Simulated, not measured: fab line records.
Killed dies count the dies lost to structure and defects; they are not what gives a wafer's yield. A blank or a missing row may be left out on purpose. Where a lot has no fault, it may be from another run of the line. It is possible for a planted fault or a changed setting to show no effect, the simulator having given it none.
One fault seen from 2 desks	flow sky130	each desk has only its own numbers; what lay behind them comes last

## METROLOGY DESK
What the gauges read for every lot (on any tool): the sampled wafers with a number, averaged. If a lot's mean is further than 4 standard deviations from the usual mean, the lot is out of limits and carries the mark OUT (the distance appears in the brackets).
Columns: A = cd_nm at SKY_VIA1_CD_MEAS_12, usual 150.4 nm; B = VIA1_OVL at SKY_VIA1_OVL_MEAS_13, usual 1 nm; C = VIA1_W_RS at SKY_VIA1_RS_MEAS_22, usual 0.423 ohm/sq; D = VIA1_W_THK at SKY_VIA1_THK_MEAS_23, usual 276 nm
lot	first seen here	A	B	C	D
L872	day 34 22:58	154.0	-7	0.426	275
L875	day 36 01:39	147.8	3	0.546 (+17) OUT	219 (-11) OUT
L876	day 36 09:08	151.1	-4	0.565 (+20) OUT	216 (-12) OUT
L886	day 39 10:41	148.9	5	0.421	279
L890	day 40 14:32	153.3	2	0.414	286
L892	day 41 08:01	151.2	5	0.416	281
This desk reports L875, L876 out of limits; the earliest was L875 at day 36 02:41 (VIA1_W_RS at SKY_VIA1_RS_MEAS_22). L872, L886, L890, L892 stayed within limits.

## AT THE TOOL OWNER'S DESK: cvd_w-01
The tool's own readings at SKY_VIA1_CVD_21 (deposits W, target thk 270 nm, time 80.902 s): means of the sampled wafers that have a number, for each lot that ran on this tool. If a lot's mean is further than 4 standard deviations from the usual mean, the lot is out of limits and carries the mark OUT (the distance appears in the brackets).
Columns: A = heater_power_w at SKY_VIA1_CVD_21, usual 821 W; B = susceptor_temp_C at SKY_VIA1_CVD_21, usual 399.97 C
lot	first seen here	A	B
L875	day 36 02:33	843	400.08
L876	day 36 10:01	898	400.02
L886	day 39 11:36	871	399.85
L890	day 40 15:26	833	399.97
L892	day 41 08:53	839	399.88
This desk's finding: nothing out of limits on any of the 5 lots.

## ALL TOGETHER
An alarm was possible from the metrology desk at day 36 02:41, on L875, L876.
The desk of the tool owner found nothing out of limits.
On record at the tool owner's desk: L875, L876, within its limits.
Every lot named ran SKY_VIA1_CVD_21 on cvd_w-01.

## WHAT THE SIMULATOR HAD INSERTED
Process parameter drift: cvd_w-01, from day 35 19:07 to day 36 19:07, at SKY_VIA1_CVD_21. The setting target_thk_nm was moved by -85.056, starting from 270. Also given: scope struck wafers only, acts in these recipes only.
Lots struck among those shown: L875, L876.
Per desk, hours elapsed from the start of the fault to the first reading out of limits: for the metrology desk, 8.
